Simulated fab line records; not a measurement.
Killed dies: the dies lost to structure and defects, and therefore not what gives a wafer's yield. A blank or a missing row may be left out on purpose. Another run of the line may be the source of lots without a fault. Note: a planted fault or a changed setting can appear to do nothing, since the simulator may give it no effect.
Which tool did it? :: flow gf180mcu :: 39 wafers from 13 lots sampled at 6 of the route's 602 steps

WHAT EACH GAUGE READ, for each wafer
GF_VT_IMPLANT_TW_MEAS_10.
lot: L578
measured: day 5 23:22
on: film metro-02
VT_IMPLANT_TW: 570 567 567

lot: L579
measured: day 6 03:14
on: film metro-01
VT_IMPLANT_TW: 559 558 561

lot: L580
measured: day 6 09:15
on: film metro-02
VT_IMPLANT_TW: 571 570 568

lot: L583
measured: day 7 04:47
on: film metro-02
VT_IMPLANT_TW: 565 568 568

lot: L584
measured: day 7 10:56
on: film metro-04
VT_IMPLANT_TW: 575 572 579

lot: L586
measured: day 7 23:20
on: film metro-01
VT_IMPLANT_TW: 560 561 562

lot: L587
measured: day 8 05:39
on: film metro-04
VT_IMPLANT_TW: 572 569 570

lot: L588
measured: day 8 09:39
on: film metro-01
VT_IMPLANT_TW: 565 563 565

lot: L589
measured: day 8 17:41
on: film metro-01
VT_IMPLANT_TW: 559 566 563

lot: L592
measured: day 9 11:49
on: film metro-01
VT_IMPLANT_TW: 557 557 556

lot: L593
measured: day 9 18:25
on: film metro-01
VT_IMPLANT_TW: 557 558 557

lot: L595
measured: day 10 05:51
on: film metro-04
VT_IMPLANT_TW: 572 573 572

lot: L596
measured: day 10 10:31
on: film metro-02
VT_IMPLANT_TW: 567 564 564

GF_VT_IMPLANT_RS_MEAS_47: the measuring method here is four-point-probe.
lot: L578
measured: day 7 23:25
on: film metro-03
NWELL_RS (ohm/sq): 487.6 488.3 488.1

lot: L579
measured: day 8 02:17
on: film metro-03
NWELL_RS (ohm/sq): 487.3 488.0 487.8

lot: L580
measured: day 8 08:08
on: film metro-02
NWELL_RS (ohm/sq): 486.5 487.7 485.7

lot: L583
measured: day 9 07:13
on: film metro-03
NWELL_RS (ohm/sq): 488.0 488.4 488.9

lot: L584
measured: day 9 12:43
on: film metro-02
NWELL_RS (ohm/sq): 485.5 487.5 486.7

lot: L586
measured: day 10 02:10
on: film metro-02
NWELL_RS (ohm/sq): 487.7 488.5 486.9

lot: L587
measured: day 10 10:23
on: film metro-04
NWELL_RS (ohm/sq): 489.1 488.8 489.4

lot: L588
measured: day 10 14:26
on: film metro-04
NWELL_RS (ohm/sq): 489.5 489.9 487.9

lot: L589
measured: day 10 23:01
on: film metro-03
NWELL_RS (ohm/sq): 491.1 491.4 489.5

lot: L592
measured: day 11 18:43
on: film metro-02
NWELL_RS (ohm/sq): 486.8 486.8 488.8

lot: L593
measured: day 12 02:28
on: film metro-04
NWELL_RS (ohm/sq): 487.2 486.5 485.9

lot: L595
measured: day 12 15:44
on: film metro-04
NWELL_RS (ohm/sq): 486.5 485.7 487.1

lot: L596
measured: day 12 20:37
on: film metro-04
NWELL_RS (ohm/sq): 487.8 487.2 487.3

GF_HV_LDD_TW_MEAS_38.
lot: L578
measured: day 12 01:44
on: film metro-03
HV_LDD_3_TW: 1442 1444 1438

lot: L579
measured: day 12 04:34
on: film metro-03
HV_LDD_3_TW: 1437 1450 1451

lot: L580
measured: day 12 11:01
on: film metro-03
HV_LDD_3_TW: 1441 1448 1445

lot: L583
measured: day 13 15:06
on: film metro-02
HV_LDD_3_TW: 1442 1433 1451

lot: L584
measured: day 13 22:05
on: film metro-04
HV_LDD_3_TW: 1459 1456 1459

lot: L586
measured: day 14 12:30
on: film metro-04
HV_LDD_3_TW: 1458 1463 1456

lot: L587
measured: day 15 00:25
on: film metro-04
HV_LDD_3_TW: 1459 1457 1463

lot: L588
measured: day 15 01:20
on: film metro-02
HV_LDD_3_TW: 1430 1438 1430

lot: L589
measured: day 15 15:45
on: film metro-03
HV_LDD_3_TW: 1446 1451 1447

lot: L592
measured: day 16 11:19
on: film metro-02
HV_LDD_3_TW: 1428 1439 1440

lot: L593
measured: day 16 21:43
on: film metro-02
HV_LDD_3_TW: 1446 1437 1436

lot: L595
measured: day 17 14:04
on: film metro-04
HV_LDD_3_TW: 1816 1826 1823

lot: L596
measured: day 17 17:56
on: film metro-04
HV_LDD_3_TW: 1810 1822 1822

GF_HV_LDD_RS_MEAS_53: the measuring method here is four-point-probe.
lot: L578
measured: day 12 22:32
on: film metro-02
HV_LDD_RS (ohm/sq): 417.0 417.6 417.0

lot: L579
measured: day 13 01:03
on: film metro-04
HV_LDD_RS (ohm/sq): 419.3 418.9 419.0

lot: L580
measured: day 13 07:31
on: film metro-03
HV_LDD_RS (ohm/sq): 418.9 419.8 418.4

lot: L583
measured: day 14 12:30
on: film metro-02
HV_LDD_RS (ohm/sq): 417.1 416.8 416.7

lot: L584
measured: day 14 20:10
on: film metro-02
HV_LDD_RS (ohm/sq): 416.7 417.2 417.9

lot: L586
measured: day 15 10:31
on: film metro-03
HV_LDD_RS (ohm/sq): 420.3 418.5 420.1

lot: L587
measured: day 15 22:36
on: film metro-02
HV_LDD_RS (ohm/sq): 418.0 417.4 417.9

lot: L588
measured: day 15 23:20
on: film metro-03
HV_LDD_RS (ohm/sq): 418.6 418.5 417.7

lot: L589
measured: day 16 14:05
on: film metro-04
HV_LDD_RS (ohm/sq): 418.6 418.7 419.0

lot: L592
measured: day 17 10:29
on: film metro-03
HV_LDD_RS (ohm/sq): 419.7 419.6 417.7

lot: L593
measured: day 17 20:52
on: film metro-04
HV_LDD_RS (ohm/sq): 418.9 418.2 418.2

lot: L595
measured: day 18 14:30
on: film metro-04
HV_LDD_RS (ohm/sq): 353.7 353.8 354.4

lot: L596
measured: day 18 17:58
on: film metro-04
HV_LDD_RS (ohm/sq): 354.4 353.8 354.1

GF_NSD_OVL_MEAS_08.
lot: L578
measured: day 13 21:26
on: overlay-02
NSD_OVL (nm): -0.1 0.2 0.1

lot: L579
measured: day 14 00:16
on: overlay-01
NSD_OVL (nm): -1.6 -1.1 -1.7

lot: L580
measured: day 14 07:07
on: overlay-02
NSD_OVL (nm): -4.0 -1.8 -2.4

lot: L583
measured: day 15 12:43
on: overlay-02
NSD_OVL (nm): -2.2 0.4 -0.6

lot: L584
measured: day 15 20:07
on: overlay-02
NSD_OVL (nm): -1.8 -2.9 -0.9

lot: L586
measured: day 16 10:49
on: overlay-02
NSD_OVL (nm): -0.4 -0.5 0.6

lot: L587
measured: day 17 01:19
on: overlay-02
NSD_OVL (nm): 1.4 1.5 2.4

lot: L588
measured: day 17 01:37
on: overlay-02
NSD_OVL (nm): 1.2 1.3 2.2

lot: L589
measured: day 17 16:19
on: overlay-02
NSD_OVL (nm): -0.8 -0.1 -0.6

lot: L592
measured: day 18 12:44
on: overlay-01
NSD_OVL (nm): -0.4 -1.7 -0.7

lot: L593
measured: day 18 22:17
on: overlay-02
NSD_OVL (nm): 0.4 0.0 -0.3

lot: L595
measured: day 19 17:23
on: overlay-02
NSD_OVL (nm): -0.3 0.0 -0.1

lot: L596
measured: day 19 21:59
on: overlay-02
NSD_OVL (nm): -0.6 0.3 -0.2

TOOL THAT RAN EACH LOT (tool first, then ch and the chambers of the sampled wafers, then the start)
lot: L578
GF_HV_LDD_IMPLANT_36: implanter-01 ch 0, day 12 01:31

lot: L579
GF_HV_LDD_IMPLANT_36: implanter-01 ch 0, day 12 04:19

lot: L580
GF_HV_LDD_IMPLANT_36: implanter-02 ch 0, day 12 10:47

lot: L583
GF_HV_LDD_IMPLANT_36: implanter-01 ch 0, day 13 14:51

lot: L584
GF_HV_LDD_IMPLANT_36: implanter-04 ch 0, day 13 21:50

lot: L586
GF_HV_LDD_IMPLANT_36: implanter-04 ch 0, day 14 12:15

lot: L587
GF_HV_LDD_IMPLANT_36: implanter-02 ch 0, day 15 00:11

lot: L588
GF_HV_LDD_IMPLANT_36: implanter-01 ch 0, day 15 01:06

lot: L589
GF_HV_LDD_IMPLANT_36: implanter-04 ch 0, day 15 15:30

lot: L592
GF_HV_LDD_IMPLANT_36: implanter-04 ch 0, day 16 11:06

lot: L593
GF_HV_LDD_IMPLANT_36: implanter-01 ch 0, day 16 21:30

lot: L595
GF_HV_LDD_IMPLANT_36: implanter-04 ch 0, day 17 13:50

lot: L596
GF_HV_LDD_IMPLANT_36: implanter-04 ch 0, day 17 17:43
- GF_HV_LDD_IMPLANT_36

WHAT THE TOOLS THEMSELVES READ (means of the sampled wafers that have a number; where no wafer has one, the mark that the record gives instead)
GF_HV_LDD_IMPLANT_36.
lot: L578
tool: implanter-01
beam energy keV: 59.998
beam on s (s): 10.05
dose ions cm2: 7.499e+12
faraday current uA: 42.0

lot: L579
tool: implanter-01
beam energy keV: 59.998
beam on s (s): 10.19
dose ions cm2: 7.490e+12
faraday current uA: 41.5

lot: L580
tool: implanter-02
beam energy keV: 60.009
beam on s (s): 9.95
dose ions cm2: 7.501e+12
faraday current uA: 42.4

lot: L583
tool: implanter-01
beam energy keV: 60.012
beam on s (s): 9.98
dose ions cm2: 7.510e+12
faraday current uA: 42.4

lot: L584
tool: implanter-04
beam energy keV: 60.017
beam on s (s): 9.88
dose ions cm2: 7.499e+12
faraday current uA: 42.8

lot: L586
tool: implanter-04
beam energy keV: 59.993
beam on s (s): 9.93
dose ions cm2: 7.495e+12
faraday current uA: 42.6

lot: L587
tool: implanter-02
beam energy keV: 59.994
beam on s (s): 10.01
dose ions cm2: 7.494e+12
faraday current uA: 42.3

lot: L588
tool: implanter-01
beam energy keV: 59.990
beam on s (s): 9.86
dose ions cm2: 7.506e+12
faraday current uA: 42.9

lot: L589
tool: implanter-04
beam energy keV: 60.022
beam on s (s): 9.82
dose ions cm2: 7.492e+12
faraday current uA: 43.0

lot: L592
tool: implanter-04
beam energy keV: 60.015
beam on s (s): 9.93
dose ions cm2: 7.501e+12
faraday current uA: 42.6

lot: L593
tool: implanter-01
beam energy keV: 60.006
beam on s (s): 9.93
dose ions cm2: 7.490e+12
faraday current uA: 42.7

lot: L595
tool: implanter-04
beam energy keV: 59.989
beam on s (s): 10.07
dose ions cm2: 3.691e+13
faraday current uA: 207.1

lot: L596
tool: implanter-04
beam energy keV: 60.008
beam on s (s): 9.84
dose ions cm2: 3.691e+13
faraday current uA: 211.9

THE ANSWER, worked out from the rows above alone
Rule: the usual values come from the lots themselves. The widest of any qualifying gaps counts: lots, ordered by their means at a reading, are off when they make up no more than a third of the lots, leave a main group of 4 or more, and stand apart from it by 3 or more times the standard deviation of that group's means. A main group whose means are all the same, to the digits that the tables above print for the reading, isn't used. Also off: a lot with no number at a reading for which 4 or more lots have one. Any other lot the step has rows for is counted as sound. The gauges are gone through in route order, then the tools' own readings, and for those a lot's mean is taken as printed above. At the first step where some lot is off, the reading lying furthest off is the one used; lots without a number count as furthest.
Off: at GF_HV_LDD_TW_MEAS_38 (HV_LDD_3_TW), L595, L596. Mean 1446 and standard deviation 8.9 in the main group.
If a tool, at a process step before that reading, ran all the lots that are off and no sound lot after the first of them, it fits. Not tried: the gauges at GF_HV_LDD_TW_MEAS_38; whatever is off there is also off at GF_HV_LDD_IMPLANT_36, on other tools, and gauge error can't account for it. One candidate fits, namely implanter-04 at GF_HV_LDD_IMPLANT_36. Its last sound lot is L592 (day 16 11:06), its first lot that is off L595 (day 17 13:50): a fault that began between those two fits.
The tool's own readings at GF_HV_LDD_IMPLANT_36 bear it out: on the lots that are off they differ by more than 5 times the standard deviation of the sound lots' means. dose ions cm2 reads 3.691e+13 there against 7.498e+12 on the sound lots; faraday current uA reads 209.5 there against 42.5 on the sound lots.

WHAT THE SIMULATOR HAD PUT IN
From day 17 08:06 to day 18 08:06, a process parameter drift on implanter-04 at GF_HV_LDD_IMPLANT_36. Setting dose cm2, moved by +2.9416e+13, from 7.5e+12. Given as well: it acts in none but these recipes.
Lots struck among those shown: L595, L596. The rule given above showed the same thing.
